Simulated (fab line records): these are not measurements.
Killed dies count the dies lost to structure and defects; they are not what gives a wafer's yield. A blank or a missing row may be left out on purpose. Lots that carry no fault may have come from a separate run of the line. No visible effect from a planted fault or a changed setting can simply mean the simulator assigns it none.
Which tool was responsible? | flow gf180mcu | 6 lots with 18 wafers sampled at 2 steps, on a route of 602 steps

== WHAT THE GAUGES READ, wafer by wafer ==
GF_MIM_THK_MEAS_06.
lot  | measured     | on           | MIM_CVD_05_THK (nm)
L647 | day 25 00:21 | filmMetro-03 | 42.5 42.0 42.9
L650 | day 26 00:43 | filmMetro-01 | 41.8 42.2 42.0
L652 | day 26 23:04 | filmMetro-04 | 41.7 41.9 41.5
L654 | day 27 05:47 | filmMetro-04 | 41.2 42.3 42.1
L659 | day 28 16:54 | filmMetro-01 | 41.2 42.0 41.7
L667 | day 31 04:32 | filmMetro-04 | 40.7 40.7 43.1

== WHAT TOOL EACH LOT RAN ON (gives the tool, then ch and the chambers of the sampled wafers, and finally the start) ==
lot  | GF_CONTACT_ETCH_17
L647 | rieDiel-03 ch 0,2, day 16 15:00
L650 | rieDiel-01 ch 2,3, day 17 18:00
L652 | rieDiel-02 ch 1,2,3, day 18 15:00
L654 | rieDiel-03 ch 0,1,3, day 19 03:00
L659 | rieDiel-01 ch 0,1,2, day 20 23:00
L667 | rieDiel-01 ch 2,3, day 23 17:00
- GF_CONTACT_ETCH_17: etches SiO2 in C4F8/O2/Ar, stops on CoSi2, target depth 860 nm.

== THE ANSWER, worked out from the rows above alone ==
Rule: what is usual is taken from the lots themselves. The widest of any qualifying gaps counts: lots, ordered by their means at a reading, are off when they make up no more than a third of the lots, leave a main group of 4 or more, and stand apart from it by 3 or more times the standard deviation of that group's means. A main group whose means are all the same, to the digits that the tables above print for the reading, isn't used. Also off: a lot with no number at a reading for which 4 or more lots have one. Any other lot the step has rows for is counted as sound.
None of the lots is off at any reading shown; this tells nothing.

== WHAT THE SIMULATOR HAD INSERTED ==
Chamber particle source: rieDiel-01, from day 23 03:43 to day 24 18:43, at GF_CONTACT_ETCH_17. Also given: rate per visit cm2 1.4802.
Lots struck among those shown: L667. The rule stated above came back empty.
